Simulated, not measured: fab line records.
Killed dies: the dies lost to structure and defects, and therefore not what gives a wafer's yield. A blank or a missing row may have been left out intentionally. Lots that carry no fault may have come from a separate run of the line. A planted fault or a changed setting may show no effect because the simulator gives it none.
Split-lot experiment :: flow sky130 :: 5 lots, 23 wafers read, on a route of 708 steps

## THE SPLIT ITSELF
At SKY_METAL5_DEVELOP_13 (develop time 60 s), the setting develop_time_s was moved away from the recipe's 60 s on 11 of the 23 wafers read, by -13.6% to +7.3%. For the rest of the wafers, this setting stayed at what the recipe calls for.

Between the split and the reading, the file records no step.

## THE READING
METAL5.cd_nm (the simulator's own value, which no gauge read), in nm, at SKY_METAL5_DESCUM_14 (chemistry O2, time 11 s). There is no usual value for it anywhere in the file. The 12 wafers here that ran the recipe average 1601 nm, standard deviation 1.2 nm.

wafer: L076.2
tool, chamber at the split: litho_track-01, 0
develop_time_s as run, s: 60
against the recipe: recipe
METAL5.cd_nm, nm: 1602
against lot-mates on the recipe: -

wafer: L076.4
tool, chamber at the split: litho_track-01, 0
develop_time_s as run, s: 60
against the recipe: recipe
METAL5.cd_nm, nm: 1601
against lot-mates on the recipe: -

wafer: L076.5
tool, chamber at the split: litho_track-01, 0
develop_time_s as run, s: 60
against the recipe: recipe
METAL5.cd_nm, nm: 1600
against lot-mates on the recipe: -

wafer: L077.1
tool, chamber at the split: litho_track-03, 0
develop_time_s as run, s: 54.9
against the recipe: -8.5%
METAL5.cd_nm, nm: 1607
against lot-mates on the recipe: +6

wafer: L077.5
tool, chamber at the split: litho_track-03, 0
develop_time_s as run, s: 54.9
against the recipe: -8.5%
METAL5.cd_nm, nm: 1607
against lot-mates on the recipe: +6

wafer: L077.2
tool, chamber at the split: litho_track-03, 0
develop_time_s as run, s: 54.9
against the recipe: -8.5%
METAL5.cd_nm, nm: 1609
against lot-mates on the recipe: +8

wafer: L077.4
tool, chamber at the split: litho_track-03, 0
develop_time_s as run, s: 60
against the recipe: recipe
METAL5.cd_nm, nm: 1601
against lot-mates on the recipe: -

wafer: L077.6
tool, chamber at the split: litho_track-03, 0
develop_time_s as run, s: 60
against the recipe: recipe
METAL5.cd_nm, nm: 1600
against lot-mates on the recipe: -

wafer: L082.1
tool, chamber at the split: litho_track-02, 0
develop_time_s as run, s: 64.4
against the recipe: +7.3%
METAL5.cd_nm, nm: 1592
against lot-mates on the recipe: -7

wafer: L082.2
tool, chamber at the split: litho_track-02, 0
develop_time_s as run, s: 60
against the recipe: recipe
METAL5.cd_nm, nm: 1600
against lot-mates on the recipe: -

wafer: L082.6
tool, chamber at the split: litho_track-02, 0
develop_time_s as run, s: 60
against the recipe: recipe
METAL5.cd_nm, nm: 1600
against lot-mates on the recipe: -

wafer: L082.3
tool, chamber at the split: litho_track-02, 0
develop_time_s as run, s: 60
against the recipe: recipe
METAL5.cd_nm, nm: 1598
against lot-mates on the recipe: -

wafer: L082.4
tool, chamber at the split: litho_track-02, 0
develop_time_s as run, s: 64.4
against the recipe: +7.3%
METAL5.cd_nm, nm: 1594
against lot-mates on the recipe: -5

wafer: L083.1
tool, chamber at the split: litho_track-03, 0
develop_time_s as run, s: 51.87
against the recipe: -13.6%
METAL5.cd_nm, nm: 1618
against lot-mates on the recipe: +16

wafer: L083.2
tool, chamber at the split: litho_track-03, 0
develop_time_s as run, s: 51.87
against the recipe: -13.6%
METAL5.cd_nm, nm: 1616
against lot-mates on the recipe: +14

wafer: L083.4
tool, chamber at the split: litho_track-03, 0
develop_time_s as run, s: 51.87
against the recipe: -13.6%
METAL5.cd_nm, nm: 1616
against lot-mates on the recipe: +14

wafer: L083.3
tool, chamber at the split: litho_track-03, 0
develop_time_s as run, s: 60
against the recipe: recipe
METAL5.cd_nm, nm: 1602
against lot-mates on the recipe: -

wafer: L083.6
tool, chamber at the split: litho_track-03, 0
develop_time_s as run, s: 60
against the recipe: recipe
METAL5.cd_nm, nm: 1602
against lot-mates on the recipe: -

wafer: L084.1
tool, chamber at the split: litho_track-03, 0
develop_time_s as run, s: 57.49
against the recipe: -4.2%
METAL5.cd_nm, nm: 1607
against lot-mates on the recipe: +5

wafer: L084.2
tool, chamber at the split: litho_track-03, 0
develop_time_s as run, s: 57.49
against the recipe: -4.2%
METAL5.cd_nm, nm: 1606
against lot-mates on the recipe: +4

wafer: L084.3
tool, chamber at the split: litho_track-03, 0
develop_time_s as run, s: 57.49
against the recipe: -4.2%
METAL5.cd_nm, nm: 1609
against lot-mates on the recipe: +7

wafer: L084.5
tool, chamber at the split: litho_track-03, 0
develop_time_s as run, s: 60
against the recipe: recipe
METAL5.cd_nm, nm: 1602
against lot-mates on the recipe: -

wafer: L084.6
tool, chamber at the split: litho_track-03, 0
develop_time_s as run, s: 60
against the recipe: recipe
METAL5.cd_nm, nm: 1602
against lot-mates on the recipe: -

FIT RESULTS
A straight line over all 23 wafers: METAL5.cd_nm changes by -1.09 nm for each +1% of develop_time_s; r = -0.97; the points scatter about the line by 1.7 nm.
The same after taking each lot's own level away (the mean of its wafers on the recipe; 23 wafers): -0.997 nm for each +1%; r = -0.98; scatter 1.2 nm.
Per that fit: largest develop_time_s move, reading shift of 14 nm.
Across the lots, their own levels run from 1599.3 to 1602.0 nm, a range of 2.2 times the standard deviation given above.
Hence the lot-to-lot level has little effect on the slope; both slopes agree.
Check: for one of the wafers moved furthest among these (-13.6%), held out of the fit, the line's prediction against its lot-mates is +13.2 nm. Against them it came out at +16 nm.

## THE FILE'S OWN FIT
METAL5.cd_nm changes by -1.02 nm for each +1% of develop_time_s, r = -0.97.
